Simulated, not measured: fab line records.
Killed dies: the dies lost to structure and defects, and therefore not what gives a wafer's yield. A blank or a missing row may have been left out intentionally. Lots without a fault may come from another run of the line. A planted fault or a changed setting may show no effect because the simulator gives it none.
A lot that was struck, set against a sound lot || flow sfqLine || 42 steps out of a route of 325
Sound: wafers L152.1, L152.2, L152.6. Struck: wafer L147.5. (L147.3, L147.6 of the same lot were not struck and are left out.) The cause comes at the end.
Each step with rows lists, per side, the tool, then ch with its chambers, then its first start. Under that, the readings that differ: sound wafers || struck wafers || difference of the means || sigmas: that difference in standard deviations of wafers without a fault.
alike: same words and numbers on both sides, and readings whose means sit less than 2 such deviations apart. not compared: any withheld reading, any reading some wafer has no value for, any bound like >300 that may hide the same value, and any number with overlapping values for which the record gives no deviation.
A row with sigmas, a row that says differs or no value, or rows on one side alone: a step with any of these is where the two part. Numbers that have no deviation but don't overlap get no sigmas and don't part them. Lack of a reading on every wafer of one side parts them only where that side has two or more wafers.

SFQ_TRILAYER_R5_DEP_SPUTTER_133: material MoNx, target thk 40 nm, time 66.7 s.
  sound on pvdSputter-05, day 74 07:10; struck on pvdSputter-06, day 70 23:35
  alike: throttleValvePct
then, 1 step without rows for these wafers: SFQ_TRILAYER_R5_DEP_SPUTTER_134 (material Ti, target thk 5 nm, time 5 s).
SFQ_R5_RS_MEAS_933: measures by four-point-probe.
  sound on filmMetro-03, day 74 07:14; struck on filmMetro-02, day 70 23:43
  alike: R5_MONX_RS
SFQ_R5_THK_MEAS_934: measures by xrf.
  sound on filmMetro-03, day 74 07:21; struck on filmMetro-02, day 70 23:49
  alike: R5_MONX_THK
then, 6 steps without rows for these wafers: SFQ_TRILAYER_R5_LITHO_COAT_141 (resist thk 62 nm); SFQ_TRILAYER_R5_LITHO_COAT_136 (resist thk 600 nm); SFQ_TRILAYER_R5_LITHO_SOFTBAKE_140; SFQ_TRILAYER_R5_LITHO_EXPOSE_137 (exposes mask R5, target cd 500 nm); SFQ_TRILAYER_R5_LITHO_PEB_139 (peb time 60 s); SFQ_TRILAYER_R5_LITHO_DEVELOP_138 (time 60 s).
-- the record jumps here: 4 days lie between the struck wafers' starts before and after --
SFQ_R5_OVL_MEAS_935:
  sound on overlay-01, day 78 06:10; struck on overlay-01, day 75 03:46
  alike: R5_OVL
then, 1 step without rows for these wafers: SFQ_TRILAYER_R5_BARC_OPEN_METAL_ETCH_177 (etches BARC in O2, target depth 125 nm, time 41.7 s).
SFQ_TRILAYER_R5_ETCH_METAL_ETCH_139: etches the open film in Cl2, stops on SiO2, target depth 60 nm, time 40 s.
  sound on rieMetal-03 ch 0,1, day 78 06:16; struck on rieMetal-01 ch 1, day 75 03:52
{"reading": "oesProductAu (a.u.)", "sound": "0.988 0.994 0.984", "struck": 0.845, "difference": -0.144, "sigmas": -24}
{"reading": "model.R5.featureDepthNm (nm)", "sound": "59.18 60 59.04", "struck": 45.41, "difference": -14.00, "sigmas": ""}
{"reading": "model.etch.depthNm (nm)", "sound": "59.18 60 59.04", "struck": 45.41, "difference": -14.00, "sigmas": ""}
{"reading": "model.KrF_of_TRILAYER_R5_LITHO_COAT_136.thkNm (nm)", "sound": "498.1 499 498.7", "struck": 508.2, "difference": "+9.6", "sigmas": ""}
  alike: drypumpMotorCurrentA, heBacksideLeakSccm
  not compared: rfHoursCounterH
then, 9 steps without rows for these wafers: SFQ_TRILAYER_R5_STRIP_STRIP_140 (strips in O2); SFQ_TRILAYER_R5_STRIP_SOLV_CLEAN_141 (cleans in NMP, time 600 s); SFQ_TRILAYER_A5C_DEP_PECVD_142 (deposits SiO2 from SiH4/N2O, time 15.556 s, target thk 70 nm); SFQ_TRILAYER_I5_LITHO_COAT_149 (resist thk 62 nm); SFQ_TRILAYER_I5_LITHO_COAT_144 (resist thk 650 nm); SFQ_TRILAYER_I5_LITHO_SOFTBAKE_148; SFQ_TRILAYER_I5_LITHO_EXPOSE_145 (exposes mask I5, target cd 700 nm); SFQ_TRILAYER_I5_LITHO_PEB_147 (peb time 60 s); SFQ_TRILAYER_I5_LITHO_DEVELOP_146 (time 60 s).
SFQ_I5_OVL_MEAS_936:
  sound on overlay-02, day 78 13:44; struck on overlay-02, day 75 09:32
  alike: I5_OVL
then, 1 step without rows for these wafers: SFQ_TRILAYER_I5_BARC_OPEN_VIA_ETCH_200 (etches BARC in O2, target depth 125 nm, time 41.7 s).
SFQ_TRILAYER_I5_ETCH_VIA_ETCH_147: etches the open film in CHF3, stops on Nb, target depth 360 nm.
  sound on rieDiel-01 ch 2,3, day 78 13:49; struck on rieDiel-03 ch 3, day 75 09:36
  alike: drypumpMotorCurrentA, oesProductAu
SFQ_TRILAYER_I5_STRIP_STRIP_148: strips in O2.
  sound on rieMetal-02 ch 0, day 78 13:58; struck on rieMetal-03 ch 1, day 75 09:57
{"reading": "drypumpMotorCurrentA (A)", "sound": "5.95 5.95 5.95", "struck": 5.31, "difference": -0.64, "sigmas": -2}
  alike: heBacksideLeakSccm, oesProductAu
  not compared: rfHoursCounterH
then, 7 steps without rows for these wafers: SFQ_TRILAYER_I5_STRIP_SOLV_CLEAN_149 (cleans in NMP, time 600 s); SFQ_TRILAYER_C5_LITHO_COAT_156 (resist thk 62 nm); SFQ_TRILAYER_C5_LITHO_COAT_151 (resist thk 650 nm); SFQ_TRILAYER_C5_LITHO_SOFTBAKE_155; SFQ_TRILAYER_C5_LITHO_EXPOSE_152 (exposes mask C5, target cd 500 nm); SFQ_TRILAYER_C5_LITHO_PEB_154 (peb time 60 s); SFQ_TRILAYER_C5_LITHO_DEVELOP_153 (time 60 s).
SFQ_C5_OVL_MEAS_937:
  sound on overlay-01, day 78 17:43; struck on overlay-02, day 75 15:32
{"reading": "C5_OVL (nm)", "sound": "-11 -9 -12", "struck": 6, "difference": "+17", "sigmas": "+3"}
SFQ_TRILAYER_C5_BARC_OPEN_VIA_ETCH_210: etches BARC in O2, target depth 125 nm, time 41.7 s.
  sound on rieDiel-02 ch 1,2, day 78 17:45; struck on rieDiel-02 ch 1, day 75 15:34
  alike: drypumpMotorCurrentA, oesProductAu
  not compared: rfHoursCounterH
SFQ_TRILAYER_C5_ETCH_VIA_ETCH_154: etches SiO2 in CHF3, stops on Nb, target depth 84 nm.
  sound on rieDiel-02 ch 1,2, day 78 17:47; struck on rieDiel-02 ch 1, day 75 15:36
  alike: drypumpMotorCurrentA, oesProductAu
then, 4 steps without rows for these wafers: SFQ_TRILAYER_C5_STRIP_STRIP_155 (strips in O2); SFQ_TRILAYER_C5_STRIP_SOLV_CLEAN_156 (cleans in NMP, time 600 s); SFQ_TRILAYER_M6_DEP_PRE_CLEAN_158 (time 22.5 s); SFQ_TRILAYER_M6_DEP_SPUTTER_157 (material Nb, target thk 200 nm, time 133.3 s).
SFQ_M6_RS_MEAS_938: measures by four-point-probe.
  sound on filmMetro-03, day 78 18:44; struck on filmMetro-01, day 75 16:36
{"reading": "M6_NB_RS (ohm/sq)", "sound": "0.862 0.869 0.859", "struck": 0.896, "difference": "+0.033", "sigmas": "+3"}
-- the record jumps here: 10 days lie between the struck wafers' starts before and after (it left off in module M6 and takes up again in module M8, whose first step shown is number 325 of the route) --
SFQ_M8_BOW_MEAS_951:
  sound on filmMetro-03, day 86 07:24; struck on filmMetro-03, day 85 12:25
{"reading": "model.etest.r5.combLog10Ohm", "sound": "12 12 12", "struck": 0, "difference": -12, "sigmas": ""}
  alike: M8_BOW

## WHERE THEY PART
At SFQ_TRILAYER_R5_ETCH_METAL_ETCH_139 first; at SFQ_M6_RS_MEAS_938 last (within this record only). Later steps at which nothing parts them and some readings are alike: SFQ_M8_BOW_MEAS_951.

WHY: what the simulator had put in
rieMetal-01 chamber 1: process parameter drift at SFQ_TRILAYER_R5_ETCH_METAL_ETCH_139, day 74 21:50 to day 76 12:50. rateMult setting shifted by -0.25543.
